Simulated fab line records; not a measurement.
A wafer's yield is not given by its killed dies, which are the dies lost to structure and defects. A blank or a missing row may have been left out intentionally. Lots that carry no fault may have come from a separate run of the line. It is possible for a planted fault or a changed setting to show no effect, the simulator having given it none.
fab line records -- flow sky130
[record] lots = 6, wafers = 18, last_day = 50
route steps=708 shown LDD_HVP@287 LDD_LDN@289
lots untouched by any fault: they come from a run of this same line in which no faults occurred
start_h: hours from the record's opening day to when the first of the lot's shown wafers began -- wait_h: hours elapsed since this lot's preceding step -- " same as the row above -- L1.1+2: a single row standing in for several wafers -- - no value, or no start given -- * or withheld: withheld -- < > ~ a bound
route shown NAME@n: names a module that has steps shown in the file, with the first one's number in the route -- usual: mean/standard deviation taken from wafers without a fault -- same: alike in all rows -- chamber/n: place in a boat -- sites: each site's reading -- _std_site: how widely they spread, as a standard deviation -- _edge_site: outer sites' mean less inner sites' -- radius_mm: how far each site lies from the wafer's centre -- mask NAME#n: copy n -- behind: the last tool/chamber to shape the wafer -- hold: why the lot was held/for how many hours/how that ended -- device: the n, p or np transistor that did not switch -- end of line: the route-end tests of the same wafers -- for a step that has no rows: nothing shown but its recipe -- killed: at the first sort, the dies lost to defects and structure; wafer yield is something else -- map: dies across one wafer; x = killed, . = not, _ = none there
set.NAME: the setting the step ran with; set.NAME@STEP: the setting that earlier step ran with -- model.NAME: the simulator's own value behind a step, which no gauge read
a table for each step, a row for each wafer; lots at some steps of the route
services: from which hour (start_h, from the record's first day; less than 0 if before it) a tool's chamber was out of use, for how many hours, and why
[[steps]]
[step SKY_LDD_HVP_STRIP_09]
[recipe] chemistry = O2/N2, power_w = 1400, pressure_mtorr = 1500, platen_temp_c = withheld, o2_flow_sccm = 3000, n2_flow_sccm = 300, overash_fraction = 0.5
[usual] drypump_motor_current_A = 5.6/0.59, oes_product_au = 0.408/0.005, strip_time_to_endpoint_s = 4.134/0.013
lot.wafer,tool,chamber,start_h,wait_h,drypump_motor_current_A,oes_product_au,rf_hours_counter_h,strip_time_to_endpoint_s
L986.4,plasma_asher-02,1,514.98,0.1,5.7,0.400,-,4.145
L986.5,plasma_asher-02,0,514.98,0.1,6.7,0.413,-,4.138
L986.6,plasma_asher-02,1,514.98,0.1,5.7,0.398,-,4.142
L992.2,plasma_asher-02,0,558.00,0.1,6.7,0.405,44,4.127
L992.3,plasma_asher-02,0,558.00,0.1,6.7,0.413,-,4.142
L992.5,plasma_asher-02,1,558.00,0.1,5.7,0.408,-,4.143
L100.1,plasma_asher-04,1,630.45,0.1,5.9,0.406,80,4.125
L100.4,plasma_asher-04,0,630.45,0.1,5.0,0.410,-,4.118
L100.5,plasma_asher-04,0,630.45,0.1,5.0,0.408,-,4.119
L102.2,plasma_asher-01,0,636.38,0.1,5.8,0.405,23,4.133
L102.3,plasma_asher-01,1,636.38,0.1,4.9,0.408,-,4.117
L102.6,plasma_asher-01,1,636.38,0.1,4.9,0.411,-,4.131
L108.1,plasma_asher-04,1,674.98,0.1,5.9,0.408,85,4.116
L108.2,plasma_asher-04,0,674.98,0.1,5.0,0.407,85,4.116
L108.3,plasma_asher-04,0,674.98,0.1,5.0,0.405,-,4.102
L107.2,plasma_asher-01,1,677.78,0.1,5.0,0.404,27,4.128
L107.3,plasma_asher-01,0,677.78,0.1,5.8,0.412,-,4.129
L107.4,plasma_asher-01,1,677.78,0.1,4.9,0.406,-,4.135
[step SKY_LDD_HVP_TW_MEAS_10]
[usual] LDD_HVP_TW = 451/5.5
lot.wafer,tool,chamber,start_h,wait_h,LDD_HVP_TW
L986.4,film_metro-02,-,515.08,0.1,451
L986.5,film_metro-02,-,515.08,0.1,448
L986.6,film_metro-02,-,515.08,0.1,450
L992.2,film_metro-01,-,558.11,0.1,458
L992.3,film_metro-01,-,558.11,0.1,458
L992.5,film_metro-01,-,558.11,0.1,454
L100.1,film_metro-04,-,630.55,0.1,442
L100.4,film_metro-04,-,630.55,0.1,446
L100.5,film_metro-04,-,630.55,0.1,445
L102.2,film_metro-04,-,636.49,0.1,444
L102.3,film_metro-04,-,636.49,0.1,446
L102.6,film_metro-04,-,636.49,0.1,444
L108.1,film_metro-01,-,675.08,0.1,458
L108.2,film_metro-01,-,675.08,0.1,456
L108.3,film_metro-01,-,675.08,0.1,459
L107.2,film_metro-04,-,677.89,0.1,449
L107.3,film_metro-04,-,677.89,0.1,448
L107.4,film_metro-04,-,677.89,0.1,446
[step SKY_LDD_LDN_DEHYDRATE_00]
[recipe] temp_c = 200, time_s = 60
[step SKY_LDD_LDN_HMDS_01]
[recipe] prime_time_s = 60, prime_temp_c = 120
[step SKY_LDD_LDN_COAT_02]
[recipe] resist = NOVOLAK, spin_rpm = 3000, resist_thk_nm = 1140
[step SKY_LDD_LDN_SOFTBAKE_03]
[recipe] temp_c = 90, time_s = 60, resist = NOVOLAK
[step SKY_LDD_LDN_EXPOSE_04]
[recipe] mask_id = LDNTM, na = 0.6, source_shape = conventional, sigma_outer = 0.6, polarization = unpolarized, target_cd_nm = 700, dose_mj = 140
[step SKY_LDD_LDN_PEB_05]
[recipe] temp_c = withheld, time_s = *, resist = NOVOLAK
[step SKY_LDD_LDN_DEVELOP_06]
[recipe] resist = NOVOLAK, developer = TMAH, develop_time_s = 60, dev_temp_c = 23
[step SKY_LDD_LDN_OVL_MEAS_07]
[usual] LDD_LDN_OVL = -0.1/1.3
lot.wafer,tool,chamber,start_h,wait_h,LDD_LDN_OVL[nm]
L986.4,overlay-02,-,544.58,0.1,-0.2
L986.5,overlay-02,-,544.58,0.1,1.4
L986.6,overlay-02,-,544.58,0.1,2.0
L992.2,overlay-01,-,587.71,0.1,-0.5
L992.3,overlay-01,-,587.71,0.1,-0.5
L992.5,overlay-01,-,587.71,0.1,-1.9
L100.1,overlay-02,-,659.71,0.1,0.2
L100.4,overlay-02,-,659.71,0.1,1.0
L100.5,overlay-02,-,659.71,0.1,-0.1
L102.2,overlay-02,-,664.66,0.1,0.6
L102.3,overlay-02,-,664.66,0.1,-1.1
L102.6,overlay-02,-,664.66,0.1,1.3
L108.1,overlay-01,-,701.86,0.1,0.5
L108.2,overlay-01,-,701.86,0.1,0.1
L108.3,overlay-01,-,701.86,0.1,-0.3
L107.2,overlay-01,-,705.32,0.1,1.9
L107.3,overlay-01,-,705.32,0.1,2.9
L107.4,overlay-01,-,705.32,0.1,2.3
[step SKY_LDD_LDN_IMPLANT_08]
[recipe] species = As, energy_kev = 15, dose_cm2 = 1.25e+13, tilt_deg = withheld, rotation_deg = 23
[step SKY_LDD_LDN_IMPLANT_09]
[recipe] species = As, energy_kev = 15, dose_cm2 = 1.25e+13, tilt_deg = withheld, rotation_deg = 113
[step SKY_LDD_LDN_IMPLANT_10]
[recipe] species = As, energy_kev = 15, dose_cm2 = 1.25e+13, tilt_deg = withheld, rotation_deg = 203
[usual] beam_energy_keV = 14.999/0.0049, beam_on_s = 10.00/0.2, faraday_current_uA = 70.4/1.4
lot.wafer,tool,chamber,start_h,wait_h,beam_energy_keV,beam_on_s,faraday_current_uA
L986.4,implanter-01,0,544.97,0.1,14.995,9.83,71.6
L986.5,implanter-01,0,544.97,0.1,15.005,10.31,68.6
L986.6,implanter-01,0,544.97,0.1,14.993,10.07,69.9
L992.2,implanter-03,0,588.07,0.1,14.998,9.95,70.5
L992.3,implanter-03,0,588.07,0.1,14.996,10.09,69.7
L992.5,implanter-03,0,588.07,0.1,14.996,10.00,70.5
L100.1,implanter-04,-,660.04,0.1,-,-,-
L100.4,implanter-04,-,660.04,0.1,-,-,-
L100.5,implanter-04,-,660.04,0.1,-,-,-
L102.2,implanter-03,-,665.02,0.1,-,-,-
L102.3,implanter-03,-,665.02,0.1,-,-,-
L102.6,implanter-03,-,665.02,0.1,-,-,-
L108.1,implanter-01,0,702.20,0.1,15.007,10.11,70.0
L108.2,implanter-01,0,702.20,0.1,15.008,9.89,71.5
L108.3,implanter-01,0,702.20,0.1,15.004,9.86,71.3
L107.2,implanter-01,0,705.67,0.1,15.000,9.94,70.9
L107.3,implanter-01,0,705.67,0.1,15.003,10.27,68.4
L107.4,implanter-01,0,705.67,0.1,14.997,9.78,72.1
[step SKY_LDD_LDN_IMPLANT_11]
[recipe] species = As, energy_kev = 15, dose_cm2 = 1.25e+13, tilt_deg = withheld, rotation_deg = 293
[step SKY_LDD_LDN_STRIP_12]
[recipe] chemistry = O2/N2, power_w = 1400, pressure_mtorr = 1500, platen_temp_c = withheld, o2_flow_sccm = 3000, n2_flow_sccm = 300, overash_fraction = 0.5
[usual] drypump_motor_current_A = 5.7/0.57, oes_product_au = 0.715/0.0049, strip_time_to_endpoint_s = 14.17/0.034
lot.wafer,tool,chamber,start_h,wait_h,drypump_motor_current_A,oes_product_au,rf_hours_counter_h,strip_time_to_endpoint_s
L986.4,plasma_asher-03,0,545.23,0.1,6.2,0.716,-,14.09
L986.5,plasma_asher-03,1,545.23,0.1,5.6,0.717,-,14.14
L986.6,plasma_asher-03,0,545.23,0.1,6.2,0.720,-,14.14
L992.2,plasma_asher-01,0,588.34,0.1,5.8,0.713,17,14.16
L992.3,plasma_asher-01,1,588.34,0.1,4.9,0.722,-,14.19
L992.5,plasma_asher-01,1,588.34,0.1,4.9,0.723,-,14.20
L100.1,plasma_asher-01,1,660.34,0.1,4.9,0.714,26,14.14
L100.4,plasma_asher-01,1,660.34,0.1,4.9,0.719,-,14.19
L100.5,plasma_asher-01,1,660.34,0.1,4.9,0.712,-,14.16
L102.2,plasma_asher-02,0,665.29,0.1,6.7,0.715,54,14.19
L102.3,plasma_asher-02,1,665.29,0.1,5.7,0.721,-,14.21
L102.6,plasma_asher-02,1,665.29,0.1,5.7,0.719,-,14.19
L108.1,plasma_asher-02,1,702.50,0.1,5.7,0.716,58,14.17
L108.2,plasma_asher-02,0,702.50,0.1,6.7,0.715,58,14.16
L108.3,plasma_asher-02,0,702.50,0.1,6.7,0.724,-,14.18
L107.2,plasma_asher-01,1,705.95,0.1,4.9,0.710,30,14.18
L107.3,plasma_asher-01,0,705.95,0.1,5.8,0.718,-,14.19
L107.4,plasma_asher-01,1,705.95,0.1,4.9,0.711,-,14.14
[step SKY_LDD_LDN_TW_MEAS_13]
[usual] LDD_LDN_TW = 1453/11
lot.wafer,tool,chamber,start_h,wait_h,LDD_LDN_TW
L986.4,film_metro-04,-,545.33,0.1,1442
L986.5,film_metro-04,-,545.33,0.1,1452
L986.6,film_metro-04,-,545.33,0.1,1443
L992.2,film_metro-03,-,588.45,0.1,1455
L992.3,film_metro-03,-,588.45,0.1,1466
L992.5,film_metro-03,-,588.45,0.1,1458
L100.1,film_metro-02,-,660.44,0.1,1352
L100.4,film_metro-02,-,660.44,0.1,1348
L100.5,film_metro-02,-,660.44,0.1,1348
L102.2,film_metro-04,-,665.40,0.1,1324
L102.3,film_metro-04,-,665.40,0.1,1320
L102.6,film_metro-04,-,665.40,0.1,1322
L108.1,film_metro-04,-,702.60,0.1,1452
L108.2,film_metro-04,-,702.60,0.1,1444
L108.3,film_metro-04,-,702.60,0.1,1452
L107.2,film_metro-04,-,706.06,0.1,1436
L107.3,film_metro-04,-,706.06,0.1,1450
L107.4,film_metro-04,-,706.06,0.1,1447
[step SKY_LDD_LDN_CLEAN_14]
[recipe] chemistry = SC1/SC2, mix = 1:4:20, temp_c = 70, time_s = 150, dry = n2_spin
[[services]]
tool,chamber,start_h,hours,kind
implanter-01,-,494.40,14.4,repair
plasma_asher-04,-,543.18,0.8,repair
plasma_asher-03,-,547.99,54.4,pm
implanter-01,-,551.37,2.2,repair
implanter-04,-,555.36,6.8,pm
implanter-03,-,582.61,4.1,pm
plasma_asher-04,-,599.26,4.6,repair
implanter-01,-,599.57,2.0,repair
plasma_asher-02,-,605.16,0.5,repair
plasma_asher-04,-,613.08,0.8,repair
plasma_asher-02,-,621.26,28.1,pm
implanter-04,-,632.07,3.4,repair
implanter-04,-,635.49,20.1,pm
implanter-03,-,654.70,1.1,repair
plasma_asher-03,-,679.06,3.1,repair
plasma_asher-02,-,692.86,2.8,pm
[[key]]
[first_sign] step = SKY_LDD_LDN_IMPLANT_10, reading = tool_record, direction = missing
[effect] step = SKY_LDD_LDN_TW_MEAS_13, reading = LDD_LDN_TW, direction = down, sigmas = 11, usual = 1453, struck = 1336
met_at SKY_LDD_LDN_IMPLANT_10
struck_wafers L100.1,L100.4,L100.5,L102.2,L102.3,L102.6
later_rows_left_out L100.1,L100.4,L100.5,L102.2,L102.3,L102.6
sort_left_out L100.1,L100.4,L100.5,L102.2,L102.3,L102.6
tester_left_out L100,L102
onset_between 588.07 660.04
[fault] kind = skipped_step_whole, tool = implanter-03,implanter-04, chamber = -, onset_h = 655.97, steps = SKY_LDD_LDN_IMPLANT_10, scope = struck_lots_only
// tester_left_out: of these lots the tester's yield and bins aren't shown, on N5 and GAA mostly nor the transistor test; their killed dies are dies lost to structure and defects alone, not to doping, threshold or leakage, so they don't give the yield
// sort_left_out: the simulated sort isn't trusted on such a fault, so these wafers' sort isn't shown, and their yield isn't known
// later_rows_left_out: the simulator's readings of these wafers behind a module that went badly wrong aren't trusted and aren't shown, but for the sort
